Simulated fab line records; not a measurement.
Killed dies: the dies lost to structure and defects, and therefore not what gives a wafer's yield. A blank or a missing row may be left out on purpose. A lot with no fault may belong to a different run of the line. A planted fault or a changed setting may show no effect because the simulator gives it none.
Problem report, 8D (eight disciplines) form, completed by code / flow gf180mcu / the parts of the form that need people (team, actions taken, sign-off) are left out

## 1. PROBLEM STATEMENT
Mean of cd-nm at GF_CONTACT_CD_MEAS_14: 200.7 nm across 6 wafers in 2 lots; on wafers with no fault it is 220.0 nm (standard deviation 1.5). That puts it -13 standard deviations away from the usual mean.
The step: target cd 220 nm.
The first sign was on wafer L206.1 at day 21 14:17, on cd-sem-01. At this step, 36 wafers from 12 lots have a number in the record. Rule for "out", or "out of limits": more than 4 standard deviations from the usual mean. The rest of the wafers with a number are treated as sound.

## 2. WHAT IT IS AND WHAT IT IS NOT
question=which readings at this step | is=cd-nm | is not=-
question=which lots | is=L206, L208 | is not=L191, L192, L194, L196, L197, L198, L209, L211, L213, L214
question=which wafers of those lots | is=all that have a number | is not=-
question=read on which gauges | is=cd-sem-01 | is not=cd-sem-02
question=when | is=from day 21 14:17 | is not=up to then (18 sound wafers); but 12 sound wafers of L209, L211, L213, L214 came after

## 3. THE SUSPECTS, EACH WITH WHAT RULES IT OUT
Counting: any tool at a process step up to the reading is kept as a suspect provided that every lot that is out went through it and no sound lot did after the first of them.
- the gauge at GF_CONTACT_CD_MEAS_14 is ruled out. All the wafers that are out were read on cd-sem-01, but those of them that GF_CONTACT_SOFTBAKE_10 has rows for are out there too, on other tools.
- litho-track-02 at GF_CONTACT_SOFTBAKE_10 (time 60 s): kept. It processed each lot that is out, first L206 at day 21 02:00, and no sound lot thereafter; up to then, the last sound lot it processed was L192 at day 15 22:00. On those wafers its own readings are out: heater-power-total-W, run-length-s.
Remaining after the count: litho-track-02 at GF_CONTACT_SOFTBAKE_10.

## 4. THE CAUSE (what the simulator had put in)
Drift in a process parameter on litho-track-02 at GF_CONTACT_SOFTBAKE_10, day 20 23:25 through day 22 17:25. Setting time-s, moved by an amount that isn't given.
Counting left only this tool.

## 5. THE EFFECT CHAIN, in route order
Rows list readings where the struck wafers' mean (over those with a number) sits beyond 3 standard deviations from the usual. Only readings whose record carries a usual standard deviation are examined. hours: median over the lots of the time between each lot's start at the first step of this table that gives one and its start at this step. sigmas: the change, counted in usual standard deviations.
hours=0; step=GF_CONTACT_SOFTBAKE_10; reading=heater-power-total-W; usual=93.05 W; on struck wafers=129.77; change=+36.72; sigmas=+99 or more
hours=0; step=GF_CONTACT_SOFTBAKE_10; reading=run-length-s; usual=89.09 s; on struck wafers=49.57; change=-39.52; sigmas=-99 or more
hours=12; step=GF_CONTACT_CD_MEAS_14; reading=cd-nm; usual=220.0 nm; on struck wafers=200.7; change=-19.3; sigmas=-13
Process steps it contains:
- GF_CONTACT_SOFTBAKE_10: time 60 s.

## 6. WHAT WOULD HAVE CAUGHT IT SOONER
Counted from the fault's start at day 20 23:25, it took 15 hours until the first out-of-limits reading at a measuring or inspecting step in this record, taken at day 21 14:17.
Tool's own readings at GF_CONTACT_SOFTBAKE_10, heater-power-total-W, run-length-s: out on all struck wafers the step has rows for; an alarm limit on them would have tripped on the first.
Among the 2 lots that are out, L208 began GF_CONTACT_SOFTBAKE_10 on litho-track-02 after day 21 14:17. Holding the tool at that time would have saved it.
